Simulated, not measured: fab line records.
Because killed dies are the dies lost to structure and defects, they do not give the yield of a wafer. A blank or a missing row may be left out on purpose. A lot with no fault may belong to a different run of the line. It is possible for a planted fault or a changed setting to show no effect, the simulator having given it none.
Which tool is to blame? -- flow gf180mcu -- 6 lots with 18 wafers sampled at 3 steps, on a route of 602 steps

WHAT THE GAUGES READ, wafer by wafer
GF_MVSD_TW_MEAS_11.
lot,measured,on,MVSD_TW
L324,day 5 04:15,film-metro-01,1927 1919 1922
L329,day 6 08:41,film-metro-02,1570 1571 1569
L331,day 6 22:52,film-metro-04,1572 1576 1577
L334,day 7 15:53,film-metro-02,1569 1571 1565
L336,day 8 02:50,film-metro-02,1584 1573 1587
L339,day 8 19:57,film-metro-01,1555 1555 1548

TOOL THAT RAN EACH LOT (tool first, then ch and the chambers of the sampled wafers, then the start)
lot,GF_DNWELL_STRIP_08,GF_MVSD_IMPLANT_08
L324,"plasma-asher-03 ch 0,1, day 3 10:33","implanter-01 ch 0, day 5 03:33"
L329,"plasma-asher-01 ch 0,1, day 4 12:02","implanter-01 ch 0, day 6 08:19"
L331,"plasma-asher-03 ch 0,1, day 5 00:51","implanter-03 ch 0, day 6 22:28"
L334,"plasma-asher-01 ch 1, day 5 15:49","implanter-02 ch 0, day 7 15:30"
L336,"plasma-asher-04 ch 0,1, day 6 02:50","implanter-01 ch 0, day 8 02:29"
L339,"plasma-asher-04 ch 0,1, day 6 18:35","implanter-03 ch 0, day 8 19:35"
- GF_DNWELL_STRIP_08: strips in O2/N2.
- GF_MVSD_IMPLANT_08

THE ANSWER, worked out from the rows above alone
Rule: usual is defined by the lots themselves. Put in order of their means at a reading, lots are off if they are a third of the lots or fewer, leave a main group of 4 or more, and stand apart from it by a gap of 3 or more times the standard deviation of the main group's means; of several such gaps the widest counts. If all means in a main group match to the digits the tables above print for the reading, that group is not used. A lot without any number at a reading at which 4 lots or more have one is off too. Where the step has rows for the other lots, those lots are counted as sound.
Off: L324, at GF_MVSD_TW_MEAS_11 (MVSD_TW). Mean 1569 and standard deviation 9.5 in the main group.
A tool fits if, at a process step before that reading, it ran every lot that is off, and no sound lot after the first of them. The gauges at GF_MVSD_TW_MEAS_11 are tried like those tools. Of those tried, none fits.

WHAT HAD BEEN PUT IN BY THE SIMULATOR
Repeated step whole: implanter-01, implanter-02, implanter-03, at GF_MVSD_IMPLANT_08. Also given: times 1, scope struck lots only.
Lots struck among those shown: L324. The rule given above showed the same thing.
